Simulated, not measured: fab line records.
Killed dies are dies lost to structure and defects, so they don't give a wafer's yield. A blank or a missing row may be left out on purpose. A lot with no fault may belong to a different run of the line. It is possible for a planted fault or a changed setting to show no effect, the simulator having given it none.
Chamber matching ; flow gf180mcu ; GF_V3_ETCH_16 on rie diel-02: 4 sister chambers
The step etches BARC in N2/H2. 8 wafers are shown with their chamber, then 12 later ones without.

## WAFERS WITH THEIR CHAMBER
wafer;chamber;drypump motor current A (A);throttle valve pct (%)
L085.1;2;6.00;13.229
L085.4;0;5.55;13.227
L086.1;1;5.51;13.217
L086.3;3;5.55;13.208
L086.6;3;5.56;13.226
L091.1;2;5.97;13.225
L091.5;0;5.51;13.233
L091.6;1;5.51;13.221

## WAFERS MISSING THEIR CHAMBER
wafer;drypump motor current A (A);throttle valve pct (%)
L092.1;5.59;13.234
L092.3;5.50;13.217
L092.5;5.50;13.218
L093.3;5.50;13.220
L093.4;5.52;13.217
L093.6;5.48;13.206
L094.1;5.49;13.215
L094.4;5.58;13.226
L094.6;5.58;13.215
L095.1;5.51;13.231
L095.4;5.99;13.223
L095.5;5.51;13.214

## WHICH CHAMBER EACH WENT THROUGH
wafer;from the rows above;in truth
L092.1;can't be placed: 3 or 0 or 1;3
L092.3;can't be placed: 1 or 0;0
L092.5;can't be placed: 1 or 0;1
L093.3;can't be placed: 1 or 0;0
L093.4;can't be placed: 1 or 0 or 3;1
L093.6;can't be placed: 1 or 0 or 3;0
L094.1;can't be placed: 1 or 0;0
L094.4;can't be placed: 3 or 0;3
L094.6;3;3
L095.1;can't be placed: 0 or 1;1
L095.4;2;2
L095.5;can't be placed: 1 or 3 or 0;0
Placed correctly: 2 of 12. Can't be placed from these rows: 10 (the true chamber is among the candidates in 10). Number placed wrongly: 0.
How it was worked out, from the rows above alone: a wafer's distance from a chamber is the root of the sum, over the readings, of the square of ((its reading less the chamber's mean) divided by the reading's scatter). The wafer belongs to the nearest chamber; if the next one is less than 2 further off, it can't be placed. The mean given for a chamber averages the wafers shown for that chamber. The scatter: take each reading less its chamber's mean, square it, sum over the shown wafers, divide by the number of wafers less the number of chambers, and take the root.
